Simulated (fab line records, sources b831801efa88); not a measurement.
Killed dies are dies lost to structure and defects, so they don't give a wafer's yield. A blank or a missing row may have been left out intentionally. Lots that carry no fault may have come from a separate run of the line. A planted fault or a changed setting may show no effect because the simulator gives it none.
What tool caused it?    flow gf180mcu    13 lots, 39 wafers sampled, at 6 steps of a route of 602

## WHAT EACH GAUGE READ, for each wafer
GF_VT_IMPLANT_RS_MEAS_49: measurement is done with a four-point probe.
lot   measured      on             MVPSD_RS (ohm/sq)
L953  day 7 08:39   film_metro-02  1169.3 1170.3 1171.2
L955  day 7 22:07   film_metro-04  1176.1 1175.4 1174.2
L956  day 8 06:47   film_metro-01  1171.7 1171.2 1167.5
L958  day 8 18:44   film_metro-02  1193.7 1186.9 1190.4 1193.4 1190.0 1193.3
L959  day 9 01:19   film_metro-01  1195.0 1193.5 1195.3 1197.2 1195.1 1195.1
L962  day 9 20:37   film_metro-01  1172.1 1173.5 1172.9
L966  day 10 23:40  film_metro-02  1171.9 1168.7 1171.8
L969  day 12 07:07  film_metro-02  1169.5 1167.0 1169.6
L971  day 12 08:53  film_metro-01  1171.7 1169.0 1169.5
L972  day 12 17:59  film_metro-04  1172.3 1176.6 1170.8
L973  day 13 10:49  film_metro-02  1168.3 1168.0 1168.4
L974  day 13 15:58  film_metro-02  1167.7 1169.9 1169.7
L975  day 14 04:26  film_metro-01  1174.3 1170.6 1172.8

GF_HV_LDD_OVL_MEAS_08.
lot   measured      on          HV_LDD_OVL (nm)
L953  day 9 22:44   overlay-02  -0.3 1.3 2.5
L955  day 10 11:50  overlay-02  1.4 0.4 0.7
L956  day 10 19:35  overlay-02  2.1 -1.0 -0.6
L958  day 11 10:44  overlay-01  0.9 1.3 1.6
L959  day 11 17:13  overlay-02  1.7 1.4 1.3
L962  day 12 16:38  overlay-01  -0.4 1.0 -0.3
L966  day 13 17:41  overlay-01  -1.6 -0.9 -0.1
L969  day 15 04:47  overlay-01  0.9 1.1 1.5
L971  day 15 11:38  overlay-02  0.4 0.8 -0.3
L972  day 15 14:02  overlay-02  1.5 1.6 -0.5
L973  day 16 11:05  overlay-02  0.6 1.3 1.0
L974  day 16 17:10  overlay-02  -0.4 -1.1 -0.7
L975  day 17 05:14  overlay-02  0.3 2.4 0.9

GF_SAB_OVL_MEAS_10.
lot   measured      on          SAB_OVL (nm)
L953  day 15 05:47  overlay-02  0.4 -0.1 2.8
L955  day 15 17:37  overlay-01  -1.4 -0.3 -0.5
L956  day 16 03:07  overlay-01  -0.4 1.6 1.6
L958  day 16 19:32  overlay-02  -0.3 2.3 -0.1
L959  day 17 04:19  overlay-02  3.1 3.7 3.1
L962  day 18 10:07  overlay-01  3.3 0.6 1.6
L966  day 19 16:11  overlay-02  1.3 0.1 0.3
L969  day 21 08:16  overlay-01  2.1 1.4 0.4
L971  day 21 13:37  overlay-02  3.3 4.0 3.6
L972  day 21 17:18  overlay-02  -0.8 -1.2 -2.0
L973  day 22 16:28  overlay-01  0.2 -1.2 1.0
L974  day 22 22:04  overlay-02  -0.3 -0.4 -1.7
L975  day 23 09:50  overlay-01  -0.1 0.9 -0.9

## WHICH TOOL RAN EACH LOT (tool, then ch and the chambers of the sampled wafers, then the start)
lot   GF_MVPSD_IMPLANT_09              GF_VT_IMPLANT_WET_ETCH_50        GF_SAB_CVD_00
L953  implanter-04 ch 0, day 5 01:45   wet_bench-04 ch 3, day 7 08:44   pecvd-02 ch 0,1,2, day 14 07:54
L955  implanter-03 ch 0, day 5 10:38   wet_bench-02 ch 0, day 7 22:14   pecvd-02 ch 0,1, day 14 20:06
L956  implanter-03 ch 0, day 5 14:16   wet_bench-01 ch 1, day 8 06:53   pecvd-02 ch 1,2, day 15 04:59
L958  implanter-03 ch 0, day 6 01:04   wet_bench-04 ch 1, day 8 22:50   pecvd-04 ch 0,1,2, day 15 21:53
L959  implanter-03 ch 0, day 6 06:15   wet_bench-04 ch 1, day 9 03:45   pecvd-04 ch 0,1,2, day 16 05:32
L962  implanter-04 ch 0, day 6 23:18   wet_bench-01 ch 3, day 9 20:44   pecvd-02 ch 0,1,2, day 17 10:20
L966  implanter-04 ch 0, day 7 23:48   wet_bench-04 ch 2, day 10 23:44  pecvd-01 ch 0,1,2, day 18 15:18
L969  implanter-04 ch 0, day 9 03:32   wet_bench-04 ch 3, day 12 07:14  pecvd-02 ch 0,1,2, day 20 08:07
L971  implanter-04 ch 0, day 9 07:25   wet_bench-01 ch 2, day 12 08:59  pecvd-02 ch 0,2, day 20 13:48
L972  implanter-03 ch 0, day 9 14:28   wet_bench-01 ch 2, day 12 18:05  pecvd-02 ch 0,1,2, day 20 17:32
L973  implanter-02 ch 0, day 10 03:44  wet_bench-04 ch 0, day 13 10:56  pecvd-04 ch 1,2, day 21 16:43
L974  implanter-02 ch 0, day 10 11:14  wet_bench-02 ch 0, day 13 16:05  pecvd-02 ch 0,1, day 21 23:06
L975  implanter-04 ch 0, day 10 20:43  wet_bench-02 ch 2, day 14 04:32  pecvd-04 ch 0,1, day 22 10:54
- GF_MVPSD_IMPLANT_09
- GF_VT_IMPLANT_WET_ETCH_50: etches SiO2 in dHF, target depth 20 nm, time 400 s.
- GF_SAB_CVD_00: deposits SiO2 from TEOS, target thk 50 nm, time 4.9302 s.

## AS READ BY THE TOOLS THEMSELVES (means over the sampled wafers that have a number; for cases with no such wafer, the mark the record gives instead)
GF_SAB_CVD_00.
lot   tool      heater_power_outer_w (W)  heater_power_w (W)
L953  pecvd-02  369                       598
L955  pecvd-02  386                       644
L956  pecvd-02  361                       572
L958  pecvd-04  384                       653
L959  pecvd-04  402                       690
L962  pecvd-02  368                       608
L966  pecvd-01  375                       680
L969  pecvd-02  386                       631
L971  pecvd-02  418                       670
L972  pecvd-02  412                       657
L973  pecvd-04  380                       687
L974  pecvd-02  366                       599
L975  pecvd-04  427                       696

## THE ANSWER, worked out from the rows above alone
Rule: usual is defined by the lots themselves. The widest of any qualifying gaps counts: lots, ordered by their means at a reading, are off when they make up no more than a third of the lots, leave a main group of 4 or more, and stand apart from it by 3 or more times the standard deviation of that group's means. A main group is skipped when, at the precision printed for the reading in the tables above, its means are all equal. Also off: a lot with no number at a reading for which 4 or more lots have one. Any other lot the step has rows for is counted as sound. The gauges are gone through in route order, then the tools' own readings, and for those a lot's mean is taken as printed above. The first step at which some lot is off is used, and at that step the reading that is off furthest; a lot without a number counts as furthest.
Off: L958, L959, at GF_VT_IMPLANT_RS_MEAS_49 (MVPSD_RS). Main group: mean 1171.0 ohm/sq, sd 2.1.
If a tool, at a process step before that reading, ran all the lots that are off and no sound lot after the first of them, it fits. Those tools and the gauges at GF_VT_IMPLANT_RS_MEAS_49 are tried in the same way. Not one of the candidates tried fits.

## WHAT THE SIMULATOR HAD INSERTED
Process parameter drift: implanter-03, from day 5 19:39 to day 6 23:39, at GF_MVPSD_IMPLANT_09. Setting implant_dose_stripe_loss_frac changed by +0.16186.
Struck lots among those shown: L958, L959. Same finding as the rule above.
